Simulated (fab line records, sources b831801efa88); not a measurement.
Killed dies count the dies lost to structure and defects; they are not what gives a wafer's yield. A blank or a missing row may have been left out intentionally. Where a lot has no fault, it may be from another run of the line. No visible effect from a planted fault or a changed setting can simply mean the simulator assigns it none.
Which tool was responsible? -- flow gf180mcu -- 13 lots with 39 wafers sampled at 3 steps, on a route of 602 steps

## WHAT THE GAUGES READ, wafer by wafer
GF_STI_THK_MEAS_22. Usual: for STI_OXIDATION_01_THK the level is 15.0 nm and the standard deviation is 0.32.
lot,measured,on,STI_OXIDATION_01_THK (nm),flag
L624,day 2 04:32,film-metro-01,15.4 15.4 15.2,
L625,day 2 09:44,film-metro-03,14.3 14.4 14.6,
L626,day 2 13:38,film-metro-02,14.4 14.3 14.7,
L627,day 2 22:11,film-metro-03,15.1 14.9 14.9,
L635,day 4 11:33,film-metro-02,14.8 14.7 14.9,
L636,day 4 17:17,film-metro-02,15.3 15.1 15.0,
L637,day 5 00:12,film-metro-02,14.9 14.8 14.9,
L638,day 5 02:43,film-metro-01,14.7 14.9 14.5,
L639,day 5 08:28,film-metro-02,15.2 15.0 15.0,
L640,day 5 14:13,film-metro-01,15.2 15.2 15.1,
L641,day 5 19:52,film-metro-02,15.2 15.1 15.2,
L644,day 6 10:28,film-metro-02,15.3 15.3 15.3,
L645,day 6 15:05,film-metro-01,14.7 14.8 14.8,

GF_SAB_OVL_MEAS_10. Usual: for SAB_OVL the level is -0.6 nm and the standard deviation is 1.3.
lot,measured,on,SAB_OVL (nm),flag
L624,day 15 02:05,overlay-02,0.7 -2.4 -2.4,
L625,day 15 12:37,overlay-01,-2.1 -0.8 -2.1,
L626,day 15 21:40,overlay-01,1.0 -0.9 -0.1,
L627,day 16 06:58,overlay-01,0.9 -1.0 0.8,
L635,day 19 01:39,overlay-02,-0.7 0.1 -1.7,
L636,day 19 12:10,overlay-02,1.3 -0.5 -1.0,
L637,day 19 19:22,overlay-01,-0.8 0.0 -0.9,
L638,day 20 07:30,overlay-01,-1.6 -2.7 -1.2,
L639,day 20 13:11,overlay-01,-0.8 -4.8 -2.3,
L640,day 20 23:36,overlay-02,-0.4 -1.2 1.3,
L641,day 24 06:41,overlay-02,-1.8 1.5 -1.0,
L644,day 22 09:07,overlay-02,0.2 -0.8 1.0,
L645,day 22 10:54,overlay-01,-0.8 -1.3 0.4,

## WHICH TOOL RAN EACH LOT (tool, then ch and the chambers of the sampled wafers, then the start)
lot,GF_POLY_GATE_STRIP_14
L624,"plasma-asher-02 ch 0,1, day 9 07:12"
L625,"plasma-asher-02 ch 0,1, day 9 12:46"
L626,"plasma-asher-03 ch 0,1, day 9 20:21"
L627,"plasma-asher-01 ch 0,1, day 10 05:39"
L635,"plasma-asher-03 ch 0,1, day 12 08:27"
L636,"plasma-asher-01 ch 0,1, day 12 19:03"
L637,"plasma-asher-03 ch 0,1, day 13 00:55"
L638,"plasma-asher-02 ch 0,1, day 13 09:10"
L639,"plasma-asher-02 ch 0,1, day 13 14:43"
L640,"plasma-asher-03 ch 0,1, day 13 23:07"
L641,"plasma-asher-03 ch 0,1, day 14 04:43"
L644,"plasma-asher-03 ch 0,1, day 15 00:52"
L645,"plasma-asher-03 ch 0,1, day 15 07:30"
- GF_POLY_GATE_STRIP_14: strips in O2/N2.

## AS READ BY THE TOOLS THEMSELVES (means over the sampled wafers that have a number; for cases with no such wafer, the mark the record gives instead)
GF_POLY_GATE_STRIP_14. Usual: drypump-motor-current-A 6.0 A, standard deviation 0.32; heater-power-w 380 W, standard deviation 56; oes-product-au 0.505 a.u., standard deviation 0.0047.
lot,tool,drypump-motor-current-A (A),heater-power-w (W),oes-product-au (a.u.),flag
L624,plasma-asher-02,6.3,402,0.506,
L625,plasma-asher-02,6.3,402,0.505,
L626,plasma-asher-03,6.0,353,0.506,
L627,plasma-asher-01,5.8,363,0.507,
L635,plasma-asher-03,5.8,389,0.503,
L636,plasma-asher-01,5.8,359,0.507,
L637,plasma-asher-03,5.8,394,0.500,
L638,plasma-asher-02,6.2,427,0.510,
L639,plasma-asher-02,6.2,423,0.499,
L640,plasma-asher-03,5.8,397,0.510,
L641,plasma-asher-03,6.0,350,0.508,
L644,plasma-asher-03,6.0,353,0.508,
L645,plasma-asher-03,6.0,347,0.504,

## THE ANSWER, worked out from the rows above alone
Rule: a lot counts as off when the mean over its wafers that have a number is more than 3 standard deviations away from the usual mean. A lot without any number at a reading at which 4 lots or more have one is off too. Any other lot the step has rows for is counted as sound. Order of review: gauges by route order, followed by the tools' own readings, for which a lot's mean as printed above is used. The first step at which some lot is off is used, and at that step the reading that is off furthest; a lot without a number counts as furthest.
Nothing can be told from this: no lot is off at any reading shown.

## WHAT THE SIMULATOR HAD INSERTED
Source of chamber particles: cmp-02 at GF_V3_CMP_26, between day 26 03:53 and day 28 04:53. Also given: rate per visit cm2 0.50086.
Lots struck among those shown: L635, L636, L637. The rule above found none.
